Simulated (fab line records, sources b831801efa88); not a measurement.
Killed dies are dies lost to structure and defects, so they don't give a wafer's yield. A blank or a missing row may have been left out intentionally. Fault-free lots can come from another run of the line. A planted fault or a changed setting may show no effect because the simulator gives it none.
Matching of chambers || flow sky130 || SKY_CAP2M_CVD_00 on pecvd-03 has 3 sister chambers
The step deposits SiO2, target thk 15.5 nm. 6 wafers are shown with their chamber, then 7 later ones without.

EACH WAFER AND ITS CHAMBER
{"wafer": "L079.5", "chamber": 2, "heater_power_w (W)": 681, "heater_power_outer_w (W)": 434}
{"wafer": "L082.1", "chamber": 0, "heater_power_w (W)": 795, "heater_power_outer_w (W)": 479}
{"wafer": "L082.3", "chamber": 1, "heater_power_w (W)": 834, "heater_power_outer_w (W)": 414}
{"wafer": "L082.4", "chamber": 2, "heater_power_w (W)": 622, "heater_power_outer_w (W)": 362}
{"wafer": "L086.1", "chamber": 0, "heater_power_w (W)": 800, "heater_power_outer_w (W)": 488}
{"wafer": "L086.4", "chamber": 1, "heater_power_w (W)": 857, "heater_power_outer_w (W)": 452}

WAFERS WHOSE CHAMBER IS MISSING
{"wafer": "L086.5", "heater_power_w (W)": 882, "heater_power_outer_w (W)": 453}
{"wafer": "L087.3", "heater_power_w (W)": 780, "heater_power_outer_w (W)": 495}
{"wafer": "L087.4", "heater_power_w (W)": 672, "heater_power_outer_w (W)": 398}
{"wafer": "L087.5", "heater_power_w (W)": 833, "heater_power_outer_w (W)": 376}
{"wafer": "L088.1", "heater_power_w (W)": 619, "heater_power_outer_w (W)": 365}
{"wafer": "L088.2", "heater_power_w (W)": 743, "heater_power_outer_w (W)": 357}
{"wafer": "L088.5", "heater_power_w (W)": 752, "heater_power_outer_w (W)": 444}

THE CHAMBER EACH PASSED THROUGH
{"wafer": "L086.5", "from the rows above": "can't be placed: 1 or 0", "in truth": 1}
{"wafer": "L087.3", "from the rows above": 0, "in truth": 0}
{"wafer": "L087.4", "from the rows above": 2, "in truth": 2}
{"wafer": "L087.5", "from the rows above": "can't be placed: 1 or 0", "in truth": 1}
{"wafer": "L088.1", "from the rows above": 2, "in truth": 2}
{"wafer": "L088.2", "from the rows above": "can't be placed: 2 or 0 or 1", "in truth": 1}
{"wafer": "L088.5", "from the rows above": "can't be placed: 0 or 1 or 2", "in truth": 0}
Correct placement for 3 of the 7. Unplaceable from these rows: 4, with the true chamber sitting among the candidates in 4. Wrongly placed: 0.
How it was worked out, from the rows above alone: a wafer's distance from a chamber is the root of the sum, over the readings, of the square of ((its reading less the chamber's mean) divided by the reading's scatter). If the next closest chamber is less than 2 further off than the closest, the wafer can't be placed; otherwise it belongs to the closest. For every chamber, the mean is computed from those of its wafers that are shown. The scatter: take each reading less its chamber's mean, square it, sum over the shown wafers, divide by the number of wafers less the number of chambers, and take the root.
